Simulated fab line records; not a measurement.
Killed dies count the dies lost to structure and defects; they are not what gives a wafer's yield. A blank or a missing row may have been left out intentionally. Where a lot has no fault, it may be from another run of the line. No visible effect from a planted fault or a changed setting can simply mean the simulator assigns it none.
fab line records + flow sky130
record
- lots=13
- wafers=39
- last_day=50
route steps=708 shown SONOS_ONO@172 VIA1@470 METAL2@486
lots with no fault: from the same line, run without faults
start_h: hours from the record's opening day to when the first of the lot's shown wafers began + wait_h: hours elapsed since this lot's preceding step + " same as the row above + L1.1+2: a single row standing in for several wafers + - no value, or no start was given + * or withheld: withheld + < > ~ a bound
route shown NAME@n: a module of which the file shows steps, and the number in the route of the first + usual: mean and standard deviation over wafers with no fault + same: alike in all rows + chamber/n: place in a boat + sites: readings site by site + _std_site: how widely they spread, as a standard deviation + _edge_site: mean of outer sites minus mean of inner sites + radius_mm: how far each site lies from the wafer's centre + mask NAME#n: copy n + behind: the last tool/chamber to shape the wafer + hold: cause of the lot's hold/its duration in hours/its outcome + device: transistor that didn't switch, given as n, p or np + end of line: tests of these same wafers at the route's end + for a step that has no rows: nothing shown but its recipe + killed: count of dies lost to structure and defects at first sort (not the wafer's yield) + map: a wafer's dies, marking killed ones x, the rest . and places with no die _
set.NAME: the setting that was run; set.NAME@STEP: the one run at that earlier step + model.NAME: the simulator's own value behind a step, which no gauge read
one table for each step of the route and one row for each wafer, over a sample of lots
services: from which hour (start_h, from the record's first day; less than 0 if before it) a tool's chamber was out of use, for how many hours, and why
## steps
# step SKY_SONOS_ONO_CVD_04
# recipe
- material=SiO2
- precursor=SiH4/N2O
- target_thk_nm=5.7199
- temp_c=900
- pressure_mtorr=400
| lot.wafer  | tool     | chamber | start_h | wait_h |
|------------|----------|---------|---------|--------|
| L409.1+4+5 | lpcvd-03 | 1       | 265.41  | 0.1    |
| L410.1+2+4 | lpcvd-03 | 0       | 271.52  | 0.1    |
| L411.1+4+6 | lpcvd-03 | 0       | 279.83  | 2.3    |
| L412.1+3+6 | lpcvd-03 | 1       | 282.77  | 0.1    |
| L413.1+4+6 | lpcvd-03 | 1       | 293.47  | 0.1    |
| L414.1+2+6 | lpcvd-03 | 1       | 303.49  | 0.1    |
| L415.1+4+5 | lpcvd-03 | 1       | 309.59  | 0.1    |
| L417.1+2+5 | lpcvd-03 | 1       | 328.15  | 0.1    |
| L418.2+4+6 | lpcvd-03 | 0       | 336.83  | 0.0    |
| L419.2+3+5 | lpcvd-03 | 1       | 340.17  | 0.0    |
| L426.1+4+5 | lpcvd-03 | 0       | 406.00  | 0.1    |
| L427.2+3+5 | lpcvd-03 | 0       | 412.47  | 0.0    |
| L428.1+4+5 | lpcvd-03 | 1       | 427.71  | 4.4    |
# step SKY_SONOS_ONO_THK_MEAS_05
# recipe
- reads=SiO2_of_SONOS_ONO_CVD_04
# usual
- SONOS_ONO_CVD_04_THK=5.74/0.14
| lot.wafer | tool          | chamber | start_h | wait_h | SONOS_ONO_CVD_04_THK[nm] |
|-----------|---------------|---------|---------|--------|--------------------------|
| L409.1    | film_metro-02 | -       | 266.66  | 0.0    | 5.88                     |
| L409.4    | "             | -       | "       | "      | 5.96                     |
| L409.5    | "             | -       | "       | "      | 5.94                     |
| L410.1    | film_metro-04 | -       | 272.77  | 0.0    | 5.47                     |
| L410.2    | "             | -       | "       | "      | 5.40                     |
| L410.4    | "             | -       | "       | "      | 5.50                     |
| L411.1    | film_metro-04 | -       | 281.08  | 0.0    | 5.69                     |
| L411.4    | "             | -       | "       | "      | 5.55                     |
| L411.6    | "             | -       | "       | "      | 5.65                     |
| L412.1    | film_metro-02 | -       | 284.02  | 0.0    | 5.90                     |
| L412.3    | "             | -       | "       | "      | 5.89                     |
| L412.6    | "             | -       | "       | "      | 5.86                     |
| L413.1    | film_metro-02 | -       | 294.72  | 0.0    | 5.83                     |
| L413.4    | "             | -       | "       | "      | 5.73                     |
| L413.6    | "             | -       | "       | "      | 5.76                     |
| L414.1    | film_metro-04 | -       | 304.74  | 0.0    | 5.65                     |
| L414.2    | "             | -       | "       | "      | 5.77                     |
| L414.6    | "             | -       | "       | "      | 5.75                     |
| L415.1    | film_metro-01 | -       | 311.46  | 0.0    | 5.66                     |
| L415.4    | "             | -       | "       | "      | 5.54                     |
| L415.5    | "             | -       | "       | "      | 5.57                     |
| L417.1    | film_metro-01 | -       | 329.40  | 0.0    | 5.62                     |
| L417.2    | "             | -       | "       | "      | 5.49                     |
| L417.5    | "             | -       | "       | "      | 5.66                     |
| L418.2    | film_metro-02 | -       | 338.09  | 0.0    | 5.65                     |
| L418.4    | "             | -       | "       | "      | 5.63                     |
| L418.6    | "             | -       | "       | "      | 5.64                     |
| L419.2    | film_metro-01 | -       | 341.43  | 0.0    | 5.72                     |
| L419.3    | "             | -       | "       | "      | 5.70                     |
| L419.5    | "             | -       | "       | "      | 5.72                     |
| L426.1    | film_metro-01 | -       | 407.25  | 0.0    | 6.19                     |
| L426.4    | "             | -       | "       | "      | 6.28                     |
| L426.5    | "             | -       | "       | "      | 6.34                     |
| L427.2    | film_metro-02 | -       | 413.73  | 0.0    | 6.28                     |
| L427.3    | "             | -       | "       | "      | 6.32                     |
| L427.5    | "             | -       | "       | "      | 6.32                     |
| L428.1    | film_metro-02 | -       | 428.96  | 0.0    | 5.93                     |
| L428.4    | "             | -       | "       | "      | 5.96                     |
| L428.5    | "             | -       | "       | "      | 5.83                     |
# step SKY_VIA1_CD_MEAS_12
# recipe
- target_cd_nm=150
# usual
- cd_nm=149.8/1.8
| lot.wafer | tool      | chamber | start_h | wait_h | cd_nm |
|-----------|-----------|---------|---------|--------|-------|
| L409.1    | cd_sem-01 | -       | 801.50  | -      | 149.1 |
| L409.4    | "         | -       | "       | "      | 148.4 |
| L409.5    | "         | -       | "       | "      | 148.1 |
| L410.1    | cd_sem-01 | -       | 811.36  | -      | 151.7 |
| L410.2    | "         | -       | "       | "      | 151.1 |
| L410.4    | "         | -       | "       | "      | 150.9 |
| L412.1    | cd_sem-02 | -       | 820.14  | -      | 151.7 |
| L412.3    | "         | -       | "       | "      | 149.4 |
| L412.6    | "         | -       | "       | "      | 148.7 |
| L411.1    | cd_sem-01 | -       | 824.34  | -      | 152.2 |
| L411.4    | "         | -       | "       | "      | 151.0 |
| L411.6    | "         | -       | "       | "      | 151.9 |
| L413.1    | cd_sem-02 | -       | 840.66  | -      | 147.5 |
| L413.4    | "         | -       | "       | "      | 147.7 |
| L413.6    | "         | -       | "       | "      | 149.2 |
| L414.1    | cd_sem-02 | -       | 842.40  | -      | 149.8 |
| L414.2    | "         | -       | "       | "      | 149.4 |
| L414.6    | "         | -       | "       | "      | 152.0 |
| L415.1    | cd_sem-02 | -       | 853.10  | -      | 149.5 |
| L415.4    | "         | -       | "       | "      | 151.2 |
| L415.5    | "         | -       | "       | "      | 149.3 |
| L417.1    | cd_sem-02 | -       | 860.59  | -      | 149.6 |
| L417.2    | "         | -       | "       | "      | 150.9 |
| L417.5    | "         | -       | "       | "      | 150.2 |
| L418.2    | cd_sem-01 | -       | 879.52  | -      | 153.6 |
| L418.4    | "         | -       | "       | "      | 152.0 |
| L418.6    | "         | -       | "       | "      | 152.5 |
| L419.2    | cd_sem-01 | -       | 879.73  | -      | 150.2 |
| L419.3    | "         | -       | "       | "      | 150.1 |
| L419.5    | "         | -       | "       | "      | 149.9 |
| L426.1    | cd_sem-01 | -       | 936.64  | -      | 150.7 |
| L426.4    | "         | -       | "       | "      | 149.8 |
| L426.5    | "         | -       | "       | "      | 151.1 |
| L427.2    | cd_sem-01 | -       | 944.63  | -      | 147.8 |
| L427.3    | "         | -       | "       | "      | 147.5 |
| L427.5    | "         | -       | "       | "      | 148.1 |
| L428.1    | cd_sem-01 | -       | 954.24  | -      | 148.5 |
| L428.4    | "         | -       | "       | "      | 148.7 |
| L428.5    | "         | -       | "       | "      | 147.4 |
# step SKY_VIA1_CVD_21
# recipe
- material=W
- target_thk_nm=270
- time_s=80.902
- temp_c=400
- pressure_torr=40
# usual
- heater_power_w=812/73
| lot.wafer | tool     | chamber | start_h | wait_h | heater_power_w |
|-----------|----------|---------|---------|--------|----------------|
| L409.1    | cvd_w-01 | 0       | 802.40  | 0.0    | 902            |
| L409.4    | "        | 0       | "       | "      | 912            |
| L409.5    | "        | 0       | "       | "      | 903            |
| L410.1    | cvd_w-02 | 0       | 812.25  | 0.0    | 875            |
| L410.2    | "        | 1       | "       | "      | 703            |
| L410.4    | "        | 0       | "       | "      | 861            |
| L412.1    | cvd_w-02 | 0       | 821.37  | 0.0    | 860            |
| L412.3    | "        | 0       | "       | "      | 884            |
| L412.6    | "        | 0       | "       | "      | 864            |
| L411.1    | cvd_w-01 | 1       | 825.33  | 0.0    | 858            |
| L411.4    | "        | 1       | "       | "      | 849            |
| L411.6    | "        | 0       | "       | "      | 880            |
| L413.1    | cvd_w-02 | 0       | 841.68  | 0.0    | 862            |
| L413.4    | "        | 0       | "       | "      | 868            |
| L413.6    | "        | 1       | "       | "      | 701            |
| L414.1    | cvd_w-01 | 0       | 843.30  | 0.0    | 893            |
| L414.2    | "        | 1       | "       | "      | 858            |
| L414.6    | "        | 0       | "       | "      | 947            |
| L415.1    | cvd_w-02 | 0       | 854.34  | 0.0    | 865            |
| L415.4    | "        | 0       | "       | "      | 851            |
| L415.5    | "        | 1       | "       | "      | 733            |
| L417.1    | cvd_w-01 | 1       | 861.58  | 0.0    | 857            |
| L417.2    | "        | 0       | "       | "      | 908            |
| L417.5    | "        | 0       | "       | "      | 900            |
| L418.2    | cvd_w-02 | 0       | 880.41  | 0.0    | 852            |
| L418.4    | "        | 1       | "       | "      | 700            |
| L418.6    | "        | 0       | "       | "      | 876            |
| L419.2    | cvd_w-02 | 1       | 880.61  | 0.0    | 724            |
| L419.3    | "        | 1       | "       | "      | 710            |
| L419.5    | "        | 0       | "       | "      | 851            |
| L426.1    | cvd_w-02 | 0       | 937.61  | 0.0    | 867            |
| L426.4    | "        | 0       | "       | "      | 879            |
| L426.5    | "        | 0       | "       | "      | 857            |
| L427.2    | cvd_w-01 | 0       | 945.68  | 0.1    | 855            |
| L427.3    | "        | 0       | "       | "      | 849            |
| L427.5    | "        | 0       | "       | "      | 845            |
| L428.1    | cvd_w-01 | 0       | 955.17  | 0.0    | 828            |
| L428.4    | "        | 0       | "       | "      | 841            |
| L428.5    | "        | 0       | "       | "      | 851            |
# step SKY_METAL2_SPUTTER_03
# recipe
- material=Ti
- target_thk_nm=5
- power_w=3000
- time_s=3.3
- chamber_pressure_pa=0.4
# usual
- chamber_pressure_pa=0.4000/0.00077
- throttle_valve_pct=29.5/0.99
| lot.wafer | tool           | chamber | start_h | wait_h | chamber_pressure_pa | throttle_valve_pct |
|-----------|----------------|---------|---------|--------|---------------------|--------------------|
| L409.1    | pvd_sputter-03 | -       | 803.05  | 0.0    | 0.4006              | 29.1               |
| L409.4    | "              | -       | "       | "      | 0.4002              | 30.1               |
| L409.5    | "              | -       | "       | "      | 0.4003              | 29.0               |
| L410.1    | pvd_sputter-02 | -       | 812.90  | 0.0    | 0.3992              | 27.5               |
| L410.2    | "              | -       | "       | "      | 0.4015              | 29.8               |
| L410.4    | "              | -       | "       | "      | 0.4000              | 30.9               |
| L412.1    | pvd_sputter-03 | -       | 822.02  | 0.0    | 0.3996              | 29.0               |
| L412.3    | "              | -       | "       | "      | 0.4017              | 30.1               |
| L412.6    | "              | -       | "       | "      | 0.4019              | 30.1               |
| L411.1    | pvd_sputter-03 | -       | 825.98  | 0.0    | 0.3989              | 30.1               |
| L411.4    | "              | -       | "       | "      | 0.3988              | 30.3               |
| L411.6    | "              | -       | "       | "      | 0.4001              | 28.8               |
| L413.1    | pvd_sputter-04 | -       | 842.32  | 0.0    | 0.3999              | 29.6               |
| L413.4    | "              | -       | "       | "      | 0.4008              | 29.5               |
| L413.6    | "              | -       | "       | "      | 0.4002              | 29.2               |
| L414.1    | pvd_sputter-02 | -       | 843.95  | 0.0    | 0.4002              | 30.8               |
| L414.2    | "              | -       | "       | "      | 0.4003              | 29.4               |
| L414.6    | "              | -       | "       | "      | 0.3993              | 29.7               |
| L415.1    | pvd_sputter-02 | -       | 854.98  | 0.0    | 0.4011              | 29.4               |
| L415.4    | "              | -       | "       | "      | 0.4003              | 27.5               |
| L415.5    | "              | -       | "       | "      | 0.3990              | 31.0               |
| L417.1    | pvd_sputter-03 | -       | 862.23  | 0.0    | 0.4002              | 30.2               |
| L417.2    | "              | -       | "       | "      | 0.4001              | 30.1               |
| L417.5    | "              | -       | "       | "      | 0.4011              | 29.2               |
| L418.2    | pvd_sputter-02 | -       | 881.06  | 0.0    | 0.3994              | 27.5               |
| L418.4    | "              | -       | "       | "      | 0.4010              | 30.8               |
| L418.6    | "              | -       | "       | "      | 0.4005              | 29.7               |
| L419.2    | pvd_sputter-04 | -       | 881.36  | 0.0    | 0.3998              | 30.0               |
| L419.3    | "              | -       | "       | "      | 0.3990              | 30.9               |
| L419.5    | "              | -       | "       | "      | 0.3979              | 30.8               |
| L426.1    | pvd_sputter-04 | -       | 938.26  | 0.0    | 0.3999              | 30.1               |
| L426.4    | "              | -       | "       | "      | 0.3996              | 30.7               |
| L426.5    | "              | -       | "       | "      | 0.4003              | 29.5               |
| L427.2    | pvd_sputter-02 | -       | 946.39  | 0.0    | 0.3980              | 30.0               |
| L427.3    | "              | -       | "       | "      | 0.4007              | 30.8               |
| L427.5    | "              | -       | "       | "      | 0.3994              | 27.1               |
| L428.1    | pvd_sputter-03 | -       | 955.81  | 0.0    | 0.4006              | 30.2               |
| L428.4    | "              | -       | "       | "      | 0.3992              | 30.1               |
| L428.5    | "              | -       | "       | "      | 0.3989              | 30.0               |
## services
| tool     | chamber | start_h | hours | kind   |
|----------|---------|---------|-------|--------|
| lpcvd-03 | -       | 243.13  | 2.8   | pm     |
| lpcvd-03 | -       | 247.52  | 0.8   | repair |
| cvd_w-01 | -       | 261.87  | 0.6   | repair |
| lpcvd-03 | -       | 273.83  | 6.0   | pm     |
| cvd_w-01 | 1       | 348.36  | 12.9  | repair |
| cvd_w-01 | -       | 361.15  | 1.0   | repair |
| cvd_w-01 | -       | 378.12  | 3.6   | repair |
| cvd_w-02 | -       | 390.00  | 14.0  | pm     |
| cvd_w-02 | 0       | 414.52  | 9.6   | repair |
| lpcvd-03 | -       | 421.60  | 6.1   | pm     |
| lpcvd-03 | -       | 428.96  | 14.6  | pm     |
| cvd_w-02 | 0       | 566.70  | 6.4   | repair |
| cvd_w-01 | -       | 602.48  | 6.9   | pm     |
| cvd_w-02 | 0       | 610.10  | 10.0  | repair |
| lpcvd-03 | -       | 625.99  | 1.2   | repair |
| cvd_w-02 | 0       | 692.46  | 9.8   | repair |
| cvd_w-02 | 1       | 696.29  | 1.3   | repair |
| cvd_w-02 | 1       | 727.02  | 6.3   | repair |
| cvd_w-02 | -       | 758.38  | 0.9   | repair |
| lpcvd-03 | -       | 770.08  | 0.5   | repair |
| cvd_w-02 | -       | 822.36  | 6.9   | pm     |
| cvd_w-01 | 1       | 883.93  | 9.3   | repair |
| cvd_w-02 | -       | 884.82  | 0.6   | repair |
| cvd_w-02 | 0       | 899.02  | 9.0   | repair |
## key
first_sign
- step=SKY_SONOS_ONO_THK_MEAS_05
- reading=SONOS_ONO_CVD_04_THK
- direction=up
- sigmas=3.9
- usual=5.74
- struck=6.29
effect none on later readings
met_at SKY_SONOS_ONO_CVD_04
struck_lots L426,L427
struck_wafers L426.1,L426.4,L426.5,L427.2,L427.3,L427.5
tester_left_out L426,L427
not_acting_at SKY_VIA1_CD_MEAS_12,SKY_VIA1_CVD_21,SKY_METAL2_SPUTTER_03
onset_between 336.83 406.00
fault
- kind=process_parameter_drift
- tool=lpcvd-03
- chamber=0
- onset_h=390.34
- steps=SKY_SONOS_ONO_CVD_04
- channel=target_thk_nm
- offset=0.54041
- shape=step
- end_h=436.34
- stated=5.7199
# tester_left_out: of these lots the tester's yield and bins aren't shown, on N5 and GAA mostly nor the transistor test; their killed dies are dies lost to structure and defects alone, not to doping, threshold or leakage, so they don't give the yield
